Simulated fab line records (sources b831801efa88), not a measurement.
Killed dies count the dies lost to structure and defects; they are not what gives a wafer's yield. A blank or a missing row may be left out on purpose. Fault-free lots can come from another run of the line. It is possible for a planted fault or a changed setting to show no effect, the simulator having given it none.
Matching of chambers :: flow sky130 :: SKY_FIELD_ISO_CMP_27 on cmp-01: 4 sister chambers
The step polishes, stops on Si3N4, t overpolish 16 s, target thk 457.8 nm. 18 wafers are shown with their chamber, then 9 later ones without.

## WAFERS, EACH WITH ITS CHAMBER
wafer: L604.2
chamber: 1
motor current A (A): 11.0
time to endpoint s (s): 112
overpolish run s (s): 16.005

wafer: L604.5
chamber: 3
motor current A (A): 11.0
time to endpoint s (s): 117
overpolish run s (s): 15.999

wafer: L604.6
chamber: 2
motor current A (A): 13.1
time to endpoint s (s): 110
overpolish run s (s): 16.006

wafer: L607.3
chamber: 2
motor current A (A): 14.2
time to endpoint s (s): 111
overpolish run s (s): 16.002

wafer: L607.5
chamber: 1
motor current A (A): 11.1
time to endpoint s (s): 109
overpolish run s (s): 16.000

wafer: L607.6
chamber: 0
motor current A (A): 10.8
time to endpoint s (s): 116
overpolish run s (s): 15.979

wafer: L608.1
chamber: 1
motor current A (A): 11.6
time to endpoint s (s): 107
overpolish run s (s): 16.012

wafer: L608.4
chamber: 3
motor current A (A): 11.6
time to endpoint s (s): 116
overpolish run s (s): 16.010

wafer: L608.5
chamber: 0
motor current A (A): 10.6
time to endpoint s (s): 112
overpolish run s (s): 15.998

wafer: L610.1
chamber: 3
motor current A (A): 11.4
time to endpoint s (s): 111
overpolish run s (s): 15.992

wafer: L610.3
chamber: 1
motor current A (A): 10.7
time to endpoint s (s): 105
overpolish run s (s): 16.007

wafer: L610.4
chamber: 2
motor current A (A): 13.0
time to endpoint s (s): 104
overpolish run s (s): 16.000

wafer: L611.1
chamber: 1
motor current A (A): 11.2
time to endpoint s (s): 114
overpolish run s (s): 15.977

wafer: L611.2
chamber: 3
motor current A (A): 11.1
time to endpoint s (s): 115
overpolish run s (s): 15.996

wafer: L611.3
chamber: 0
motor current A (A): 10.7
time to endpoint s (s): 111
overpolish run s (s): 16.010

wafer: L612.1
chamber: 2
motor current A (A): 13.2
time to endpoint s (s): 113
overpolish run s (s): 15.983

wafer: L612.2
chamber: 3
motor current A (A): 11.1
time to endpoint s (s): 111
overpolish run s (s): 15.986

wafer: L612.3
chamber: 0
motor current A (A): 10.4
time to endpoint s (s): 109
overpolish run s (s): 15.998

SIGNATURES (means of the wafers above)
reading: motor current A
chamber 0: 10.625
chamber 1: 11.120
chamber 2: 13.375
chamber 3: 11.240
scatter within a chamber: 0.348

reading: time to endpoint s
chamber 0: 112.00
chamber 1: 109.40
chamber 2: 109.50
chamber 3: 114.00
scatter within a chamber: 3.34

reading: overpolish run s
chamber 0: 15.99625
chamber 1: 16.00020
chamber 2: 15.99775
chamber 3: 15.99660
scatter within a chamber: 0.0115
Rule: for a wafer and a chamber, the distance is found by dividing, reading by reading, the gap between the wafer's reading and the chamber's mean by the reading's scatter, squaring, summing and taking the root. The wafer belongs to the nearest chamber; if the next one is less than 2 further off, it can't be placed. How the scatter is found: for the shown wafers, subtract from each reading the mean of its chamber, square and add these, divide the total by (wafers less chambers), then take the root.

## WAFERS WITHOUT THEIR CHAMBER
wafer: L615.4
motor current A (A): 11.5
time to endpoint s (s): 114
overpolish run s (s): 15.992

wafer: L615.5
motor current A (A): 10.7
time to endpoint s (s): 116
overpolish run s (s): 15.996

wafer: L615.6
motor current A (A): 11.6
time to endpoint s (s): 116
overpolish run s (s): 16.010

wafer: L618.1
motor current A (A): 10.8
time to endpoint s (s): 116
overpolish run s (s): 15.997

wafer: L618.4
motor current A (A): 13.7
time to endpoint s (s): 112
overpolish run s (s): 15.990

wafer: L618.5
motor current A (A): 11.0
time to endpoint s (s): 115
overpolish run s (s): 15.988

wafer: L620.1
motor current A (A): 11.2
time to endpoint s (s): 111
overpolish run s (s): 15.989

wafer: L620.2
motor current A (A): 13.1
time to endpoint s (s): 112
overpolish run s (s): 15.994

wafer: L620.3
motor current A (A): 11.5
time to endpoint s (s): 114
overpolish run s (s): 15.988

## EACH ONE'S CHAMBER
wafer: L615.4
from the rows above: can't be placed: 3 or 1 or 0
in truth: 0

wafer: L615.5
from the rows above: can't be placed: 0 or 3 or 1
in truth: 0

wafer: L615.6
from the rows above: can't be placed: 3 or 1 or 0
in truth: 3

wafer: L618.1
from the rows above: can't be placed: 0 or 3 or 1
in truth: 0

wafer: L618.4
from the rows above: 2
in truth: 2

wafer: L618.5
from the rows above: can't be placed: 3 or 0 or 1
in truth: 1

wafer: L620.1
from the rows above: can't be placed: 1 or 3 or 0
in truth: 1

wafer: L620.2
from the rows above: 2
in truth: 2

wafer: L620.3
from the rows above: can't be placed: 3 or 1 or 0
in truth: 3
2 of 9 placed correctly. Can't be placed from these rows: 7 (the true chamber is among the candidates in 7). Placed wrongly: 0.
